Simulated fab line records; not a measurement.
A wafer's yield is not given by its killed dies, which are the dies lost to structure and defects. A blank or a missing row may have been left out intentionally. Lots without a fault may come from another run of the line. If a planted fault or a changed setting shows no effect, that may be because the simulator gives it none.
Chamber matching | flow gf180mcu | pecvd-02 running GF_V3_CVD_02: 3 sister chambers
The step deposits SiO2 from TEOS, target thk 850 nm, time 94.851 s. 3 wafers are shown with their chamber, then 8 later ones without.

## EACH WAFER AND ITS CHAMBER
wafer  | chamber | heaterPowerW (W)
L127.2 | 0       | 654
L127.4 | 2       | 745
L128.3 | 1       | 560

## WAFERS MISSING THEIR CHAMBER
wafer  | heaterPowerW (W)
L128.5 | 622
L128.6 | 577
L135.2 | 638
L135.3 | 717
L135.4 | 762
L141.1 | 494
L141.3 | 672
L141.5 | 747

## CHAMBER TAKEN BY EACH
wafer  | from the rows above     | in truth
L128.5 | can't be placed: 0 or 1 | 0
L128.6 | can't be placed: 1 or 0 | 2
L135.2 | 0                       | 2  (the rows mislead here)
L135.3 | can't be placed: 2 or 0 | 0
L135.4 | 2                       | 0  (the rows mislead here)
L141.1 | 1                       | 1
L141.3 | can't be placed: 0 or 2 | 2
L141.5 | 2                       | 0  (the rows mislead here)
1 of 8 placed correctly. Cannot be placed on the basis of these rows: 4; the candidates contain the true chamber in 3. Placed wrongly: 3.
How it was worked out, from the rows above alone: a wafer's distance from a chamber is the root of the sum, over the readings, of the square of ((its reading less the chamber's mean) divided by the reading's scatter). The wafer belongs to the nearest chamber; if the next one is less than 2 further off, it can't be placed. Each chamber's mean is taken over the wafers shown for it. The scatter (one wafer shown for each chamber): square how far every hidden wafer sits from the nearest shown wafer, average those squares and take the square root.
